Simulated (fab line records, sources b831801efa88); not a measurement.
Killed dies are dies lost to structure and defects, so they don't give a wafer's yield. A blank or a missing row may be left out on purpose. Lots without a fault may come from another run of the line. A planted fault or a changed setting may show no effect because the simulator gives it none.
Chamber matching | flow sky130 | SKY_FIELD_ISO_CMP_27 on cmp-02: 4 sister chambers
The step polishes, stops on Si3N4, t overpolish 16 s, target thk 457.8 nm. 18 wafers are shown with their chamber, then 9 later ones without.

WAFERS WITH THEIR CHAMBER
wafer  | chamber | motor_current_A (A) | time_to_endpoint_s (s) | overpolish_run_s (s)
L448.2 | 2       | 13.6                | 115                    | 15.996
L448.3 | 3       | 10.7                | 108                    | 16.010
L448.5 | 2       | 14.8                | 113                    | 15.996
L459.2 | 0       | 11.1                | 115                    | 16.005
L459.4 | 2       | 14.7                | 117                    | 15.997
L459.6 | 3       | 10.3                | 111                    | 15.983
L460.2 | 3       | 10.6                | 115                    | 15.992
L460.4 | 0       | 11.3                | 117                    | 16.001
L460.5 | 0       | 11.2                | 122                    | 16.003
L461.1 | 1       | 13.9                | 110                    | 16.005
L461.4 | 0       | 10.7                | 111                    | 16.011
L461.5 | 1       | 12.1                | 114                    | 16.003
L464.2 | 3       | 10.2                | 104                    | 15.994
L464.3 | 2       | 15.0                | 112                    | 15.981
L464.4 | 1       | 12.5                | 108                    | 15.990
L465.1 | 2       | 15.4                | 121                    | 16.007
L465.2 | 0       | 11.3                | 116                    | 16.014
L465.4 | 3       | 10.4                | 113                    | 15.999

SIGNATURES (means of the wafers above)
reading            | chamber 0 | chamber 1 | chamber 2 | chamber 3 | scatter within a chamber
motor_current_A    | 11.120    | 12.833    | 14.700    | 10.440    | 0.535
time_to_endpoint_s | 116.20    | 110.67    | 115.60    | 110.20    | 3.85
overpolish_run_s   | 16.00680  | 15.99933  | 15.99540  | 15.99560  | 0.00842
Rule: a wafer's distance from a chamber is the root of the sum, over the readings, of the square of ((its reading less the chamber's mean) divided by the reading's scatter). The wafer belongs to the nearest chamber; if the next one is less than 2 further off, it can't be placed. The scatter: the root of (the sum of the squares of (reading less its chamber's mean) over the shown wafers, divided by (wafers less chambers)).

WAFERS WITHOUT THEIR CHAMBER
wafer  | motor_current_A (A) | time_to_endpoint_s (s) | overpolish_run_s (s)
L466.1 | 11.9                | 115                    | 16.017
L466.5 | 11.0                | 112                    | 15.997
L466.6 | 12.9                | 115                    | 16.001
L467.1 | 10.1                | 113                    | 15.993
L467.3 | 12.9                | 113                    | 15.994
L467.5 | 10.5                | 108                    | 15.997
L468.1 | 13.5                | 117                    | 15.998
L468.4 | 11.2                | 116                    | 16.001
L468.5 | 10.4                | 116                    | 16.002

WHICH CHAMBER EACH WENT THROUGH
wafer  | from the rows above     | in truth
L466.1 | can't be placed: 0 or 1 | 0
L466.5 | can't be placed: 3 or 0 | 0
L466.6 | 1                       | 1
L467.1 | can't be placed: 3 or 0 | 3
L467.3 | 1                       | 1
L467.5 | 3                       | 3
L468.1 | can't be placed: 1 or 2 | 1
L468.4 | can't be placed: 0 or 3 | 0
L468.5 | can't be placed: 0 or 3 | 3
Placed correctly: 3 of 9. Can't be placed from these rows: 6 (the true chamber is among the candidates in 6). Placed wrongly: 0.
